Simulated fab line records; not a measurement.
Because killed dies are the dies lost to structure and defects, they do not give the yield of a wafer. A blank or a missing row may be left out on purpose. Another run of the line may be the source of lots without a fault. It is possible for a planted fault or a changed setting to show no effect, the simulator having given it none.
One fault seen from 2 desks / flow gf180mcu / what lay behind the numbers comes last; until then each desk has only its own

FOR THE TOOL OWNER'S DESK: pvd sputter-02
The tool's own readings at GF_M3_SPUTTER_03 (material Ti, target thk 10 nm, time 6.7 s): means of the sampled wafers that have a number, for each lot that ran on this tool. The brackets show how far a lot's mean lies from the usual mean; more than 4 standard deviations puts the lot out of limits, marked OUT.
Columns: A = throttle valve pct at GF_M3_SPUTTER_03, usual 29.8 %
lot=L499; first seen here=day 22 19:34; A=30.2
lot=L500; first seen here=day 23 05:51; A=30.2
lot=L503; first seen here=day 24 08:02; A=30.5
lot=L511; first seen here=day 26 18:03; A=30.9
Result from this desk: across the 4 lots, nothing is out of limits.

AT THE METROLOGY DESK
Means of the sampled wafers that have a number, per lot and without regard to the tool the lot ran on: this is what the gauges read. The brackets show how far a lot's mean lies from the usual mean; more than 4 standard deviations puts the lot out of limits, marked OUT.
Columns: A = V2_W_RS at GF_V2_RS_MEAS_24, usual 0.327 ohm/sq; B = V2_W_THK at GF_V2_THK_MEAS_25, usual 358 nm
lot=L499; first seen here=day 22 18:58; A=0.326; B=360
lot=L500; first seen here=day 23 05:13; A=0.324; B=364
lot=L503; first seen here=day 24 07:26; A=0.329; B=355
lot=L505; first seen here=day 24 21:55; A=0.327; B=357
lot=L511; first seen here=day 26 17:25; A=0.326; B=363
lot=L514; first seen here=day 27 13:05; A=0.330; B=349
Result from this desk: across the 6 lots, nothing is out of limits.

TAKEN TOGETHER
The tool owner's desk saw nothing out of limits.
Nothing out of limits was seen by the metrology desk.

WHAT HAD BEEN PUT IN BY THE SIMULATOR
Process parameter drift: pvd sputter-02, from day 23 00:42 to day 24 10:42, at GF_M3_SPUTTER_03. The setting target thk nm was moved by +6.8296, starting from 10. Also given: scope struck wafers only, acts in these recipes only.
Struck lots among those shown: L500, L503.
